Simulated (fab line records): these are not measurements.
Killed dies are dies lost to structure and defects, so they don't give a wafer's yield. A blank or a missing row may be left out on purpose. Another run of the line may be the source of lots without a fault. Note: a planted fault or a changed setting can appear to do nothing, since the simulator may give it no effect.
Problem report, 8D (eight disciplines) form, completed by code + flow sky130 + the parts of the form that need people (team, actions taken, sign-off) are left out

1. THE PROBLEM
Wafers free of any fault read 14.15 ohm/sq (standard deviation 0.19) for LOCAL_INTERCONNECT_TIN_RS at SKY_LOCAL_INTERCONNECT_RS_MEAS_01, against a mean of 15.44 ohm/sq on 2 wafers of 2 lots. Relative to the usual mean, that is a shift of +6.8 standard deviations.
The step: measures by four-point-probe.
The first sign was on wafer L214.2 at day 32 13:12, on filmMetro-01. Wafers with a number at this step in the record: 40, from 14 lots. By rule, "out" or "out of limits" means more than 4 standard deviations away from the usual mean. Any other wafer with a number is counted as sound.

2. WHAT IT IS, WHAT IT ISN'T
| question                    | is                         | is not                                                                                             |
|-----------------------------|----------------------------|----------------------------------------------------------------------------------------------------|
| which readings at this step | LOCAL_INTERCONNECT_TIN_RS  | -                                                                                                  |
| which lots                  | L214, L216                 | L202, L203, L204, L205, L206, L207, L208, L218, L221, L222, L224, L225                             |
| which wafers of those lots  | L214.2, L216.2             | L214.1, L216.1                                                                                     |
| read on which gauges        | filmMetro-01, filmMetro-04 | filmMetro-03                                                                                       |
| when                        | from day 32 13:12          | up to then (22 sound wafers); but 16 sound wafers of L216, L218, L221, L222, L224, L225 came after |

3. SUSPECTS, AND WHAT RULES EACH OUT
Counting: any tool at a process step up to the reading remains a suspect provided it ran every lot that is out. Sound lots after the first of them don't rule it out here, since some wafers of a struck lot are sound.
- the gauge at SKY_LOCAL_INTERCONNECT_RS_MEAS_01 has been ruled out. The wafers that are out were read on 2 gauges (filmMetro-01, filmMetro-04).
- pvdSputter-04 at SKY_LOCAL_INTERCONNECT_SPUTTER_00 (material TiN, target thk 100 nm, time 83.3 s): kept. It processed each lot that is out (first: L214, day 32 13:08); up to then, its last sound lot is L205 (day 29 19:23).
After counting, what remains is pvdSputter-04 at SKY_LOCAL_INTERCONNECT_SPUTTER_00.

4. THE CAUSE (what the simulator had put in)
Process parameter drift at SKY_LOCAL_INTERCONNECT_SPUTTER_00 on pvdSputter-04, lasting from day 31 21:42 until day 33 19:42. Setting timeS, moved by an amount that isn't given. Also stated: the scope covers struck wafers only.
The count eliminated every tool but this one.

5. SEQUENCE OF EFFECTS, ordered by route
Each row: a reading where the mean over the struck wafers with a number is more than 3 standard deviations away from the usual. Only readings whose record carries a usual standard deviation are examined. hours: median over the lots of the time between each lot's start at the first step of this table that gives one and its start at this step. sigmas: the change, counted in usual standard deviations.
| hours | step                                 | reading                    | usual        | on struck wafers | change | sigmas |
|-------|--------------------------------------|----------------------------|--------------|------------------|--------|--------|
| 0     | SKY_LOCAL_INTERCONNECT_RS_MEAS_01    | LOCAL_INTERCONNECT_TIN_RS  | 14.15 ohm/sq | 15.44            | +1.29  | +6.8   |
| 0     | SKY_LOCAL_INTERCONNECT_THK_MEAS_02   | LOCAL_INTERCONNECT_TIN_THK | 100.5 nm     | 93.2             | -7.2   | -4.8   |
| 26    | SKY_LOCAL_INTERCONNECT_METAL_ETCH_14 | oesProductAu               | 0.941 a.u.   | 0.897            | -0.044 | -5.2   |
Its process steps:
- SKY_LOCAL_INTERCONNECT_METAL_ETCH_14: etches TiN in Cl2/BCl3, stops on PSG, target depth 110 nm, time 31.4 s.

6. HOW IT WOULD HAVE BEEN CAUGHT EARLIER
Counted from the fault's start at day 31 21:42, it took 16 hours until the first out-of-limits reading at a measuring or inspecting step in this record, taken at day 32 13:12.
No tool reading at SKY_LOCAL_INTERCONNECT_SPUTTER_00 that has a usual standard deviation in the record was out on any struck wafer, so an alarm limit of 4 standard deviations on those readings would not have fired.
Among the 2 lots that are out, L216 began SKY_LOCAL_INTERCONNECT_SPUTTER_00 on pvdSputter-04 after day 32 13:12. Putting the tool on hold at that point would have spared it.
